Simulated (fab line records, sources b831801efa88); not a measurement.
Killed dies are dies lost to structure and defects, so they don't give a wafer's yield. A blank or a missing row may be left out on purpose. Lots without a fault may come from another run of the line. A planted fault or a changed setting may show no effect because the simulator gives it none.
A struck lot beside a sound one | flow sky130 | 22 steps out of a route of 708
Sound: wafers L257.2, L257.3, L257.6. Struck: wafers L245.4, L245.5, L245.6. The cause comes at the end.
At each step with rows: each side's tool, then ch and its chambers, then its first start. Under that, the readings that differ: sound wafers | struck wafers | difference of the means | sigmas: that difference in standard deviations of wafers without a fault.
alike: readings whose means differ by less than 2 such deviations, and words and numbers that are the same on both sides. not compared: withheld readings, readings that some wafer has no value for, bounds like >300 that may hide the same value, and numbers for which the record gives no deviation and whose values overlap.
The two part at a step that has a row with sigmas, a row that says differs or no value, or rows on one side only. Numbers that don't overlap but have no deviation are shown without sigmas and don't part them. A reading that every wafer of one side lacks parts them only if that side has two wafers or more.

first, 1 step without rows for these wafers: SKY_CAPM_DEVELOP_11 (develop time 60 s).
SKY_CAPM_OVL_MEAS_12:
  sound on overlay-02, day 42 14:47; struck on overlay-01, day 40 08:34
  alike: CAPM_OVL
SKY_CAPM_METAL_ETCH_13: etches TiN in Cl2/BCl3, stops on SiO2, target depth 220 nm, time 62.9 s.
  sound on rie_metal-04 ch 1, day 42 14:49; struck on rie_metal-02 ch 0,1, day 40 08:37
  alike: drypump_motor_current_A, mfc_cl2_sccm, oes_product_au, throttle_valve_pct
  not compared: rf_hours_counter_h
SKY_CAPM_STRIP_14: strips in O2/N2.
  sound on plasma_asher-03 ch 0,1, day 42 14:53; struck on plasma_asher-02 ch 0,1, day 40 08:42
  alike: drypump_motor_current_A, oes_product_au, strip_time_to_endpoint_s
  not compared: rf_hours_counter_h
then, 8 steps without rows for these wafers: SKY_CAPM_STRIP_15 (strips in post etch residue remover, time 1200 s); SKY_CAPM_CLEAN_16 (cleans in IPA, time 180 s); SKY_CAPM_CLEAN_17 (cleans in O3/DIW); SKY_METAL3_DEHYDRATE_05 (time 60 s); SKY_METAL3_HMDS_06 (prime time 60 s); SKY_METAL3_COAT_07 (resist thk 60 nm); SKY_METAL3_COAT_08 (resist thk 1140 nm); SKY_METAL3_SOFTBAKE_09 (time 90 s).
SKY_METAL3_EXPOSE_10: exposes mask MM3, target cd 300 nm.
  sound on krf_scanner-02 ch 0, day 43 02:21; struck on krf_scanner-01 ch 0, day 40 21:11
  alike: mask
then, 2 steps without rows for these wafers: SKY_METAL3_PEB_11; SKY_METAL3_DEVELOP_12 (develop time 60 s).
SKY_METAL3_CD_MEAS_13: target cd 300 nm.
  sound on cd_sem-02, day 43 13:08; struck on cd_sem-02, day 41 09:53
  reading    | sound             | struck            | difference | sigmas
  cd_nm (nm) | 300.4 299.8 300.0 | 286.7 276.0 232.2 | -35.1      | -25
SKY_METAL3_OVL_MEAS_14:
  sound on overlay-02, day 43 13:14; struck on overlay-02, day 41 09:58
  reading         | sound   | struck   | difference | sigmas
  METAL3_OVL (nm) | -6 -2 2 | 13 11 18 | +16        | +3
SKY_METAL3_DESCUM_15: chemistry O2, time 8 s.
  sound on rie_metal-03 ch 0, day 43 13:16; struck on rie_metal-04 ch 0,1, day 41 09:59
  reading                     | sound             | struck            | difference | sigmas
  drypump_motor_current_A (A) | 4.7 4.7 4.6       | 5.8 5.8 6.1       | +1.2       | +2
  model.METAL3.cd_nm (nm)     | 301.2 300.4 300.8 | 286.6 275.7 231.7 | -36.1      |
  alike: oes_product_au
  not compared: rf_hours_counter_h
SKY_METAL3_ETCH_16: etches BARC in N2/H2, stops on SiO2, time 88.2 s, target depth 60 nm.
  sound on rie_metal-03 ch 0, day 43 13:17; struck on rie_metal-04 ch 0,1, day 41 10:02
  reading                     | sound       | struck      | difference | sigmas
  drypump_motor_current_A (A) | 4.7 4.7 4.7 | 5.8 5.8 6.1 | +1.2       | +2
  alike: oes_product_au, throttle_valve_pct
  not compared: rf_hours_counter_h
SKY_METAL3_ETCH_17: etches SiO2 in C4F8/O2/Ar, stops on TiN, time 3.9 s, target depth 15 nm.
  sound on rie_diel-02 ch 1,2,3, day 43 13:23; struck on rie_diel-03 ch 2,3, day 41 10:06
  alike: oes_product_au
SKY_METAL3_METAL_ETCH_18: etches the open film in Cl2/BCl3, stops on SiO2, target depth 845 nm, time 183.1 s.
  sound on rie_metal-01 ch 1, day 43 13:25; struck on rie_metal-01 ch 0,1, day 41 10:11
  reading                 | sound             | struck            | difference | sigmas
  model.METAL3.cd_nm (nm) | 300.2 299.4 302.1 | 290.6 277.2 236.9 | -32.3      |
  alike: drypump_motor_current_A, mfc_cl2_sccm, oes_product_au, throttle_valve_pct
  not compared: rf_hours_counter_h
SKY_METAL3_STRIP_19: strips in O2/N2.
  sound on plasma_asher-02 ch 0,1, day 43 13:35; struck on plasma_asher-01 ch 0,1, day 41 10:20
  alike: drypump_motor_current_A, oes_product_au, strip_time_to_endpoint_s
  not compared: rf_hours_counter_h

WHERE THEY PART
First at SKY_METAL3_CD_MEAS_13; last, within this record, at SKY_METAL3_ETCH_16. Later steps at which nothing parts them and some readings are alike: SKY_METAL3_ETCH_17, SKY_METAL3_METAL_ETCH_18, SKY_METAL3_STRIP_19.

WHY: what the simulator had put in
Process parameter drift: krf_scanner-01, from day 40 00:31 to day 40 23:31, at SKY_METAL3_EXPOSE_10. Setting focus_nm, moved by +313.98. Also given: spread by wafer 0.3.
